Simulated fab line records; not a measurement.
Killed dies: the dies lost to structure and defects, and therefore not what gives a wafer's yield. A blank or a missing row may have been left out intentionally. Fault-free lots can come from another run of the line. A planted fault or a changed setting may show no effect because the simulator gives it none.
8D (eight disciplines) problem report, filled in by code    flow sky130    the parts of the form that need people (team, actions taken, sign-off) are left out

== 1. WHAT IS WRONG ==
Wafers without a fault read 23.01 C, standard deviation 0.11; developerTempC at SKY_VIA4_DEVELOP_10 reads a mean of 25.36 C on 6 wafers belonging to 2 lots. That puts it +21 standard deviations away from the usual mean.
The step: develop time 60 s.
First seen on wafer L237.2, day 45 18:38, on lithoTrack-01. Wafers with a number at this step in the record: 39, from 13 lots. By rule, "out" or "out of limits" means more than 4 standard deviations away from the usual mean. Any other wafer with a number is counted as sound.

== 2. WHAT IT IS; WHAT IT IS NOT ==
question                     is                      is not
which readings at this step  developerTempC          -
which lots                   L237, L238              L225, L226, L227, L228, L229, L230, L231, L235, L236, L246, L248
which wafers of those lots   all that have a number  -
read on which tools          lithoTrack-01           lithoTrack-02, lithoTrack-04
when                         from day 45 18:38       up to then (27 sound wafers); but 6 sound wafers of L246, L248 came after

== 3. THE SUSPECTS, EACH WITH WHAT RULES IT OUT ==
Counting: any tool at a process step up to the reading is kept as a suspect provided that every lot that is out went through it and no sound lot did after the first of them.
- lithoTrack-01 at SKY_VIA4_DEVELOP_10 (develop time 60 s): kept. It ran every lot that is out, first L237 (day 45 18:38), and no sound lot after that; its last sound lot up to then is L236 (day 45 07:07). Its own developerTempC readings are out on those wafers.
Left after counting: lithoTrack-01 at SKY_VIA4_DEVELOP_10.

== 4. THE CAUSE (what the simulator had put in) ==
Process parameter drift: lithoTrack-01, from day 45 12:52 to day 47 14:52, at SKY_VIA4_DEVELOP_10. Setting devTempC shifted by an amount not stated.
This tool alone remained once counting was done.

== 5. THE EFFECT CHAIN, in route order ==
Each row: a reading where the mean over the struck wafers with a number is more than 3 standard deviations away from the usual. Readings are gone through only where the record gives a usual standard deviation; hours: the median, over the lots, of the time from a lot's start at the first step in this table giving one to that lot's start at this step; sigmas: the change measured in usual standard deviations.
hours  step                 reading         usual    on struck wafers  change  sigmas
0      SKY_VIA4_DEVELOP_10  developerTempC  23.01 C  25.36             +2.35   +21
The process steps in it:
- SKY_VIA4_DEVELOP_10: develop time 60 s.

== 6. WHAT WOULD HAVE CAUGHT IT SOONER ==
In this record no reading fell out of limits until day 45 18:38, 6 hours after the fault had begun at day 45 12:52.
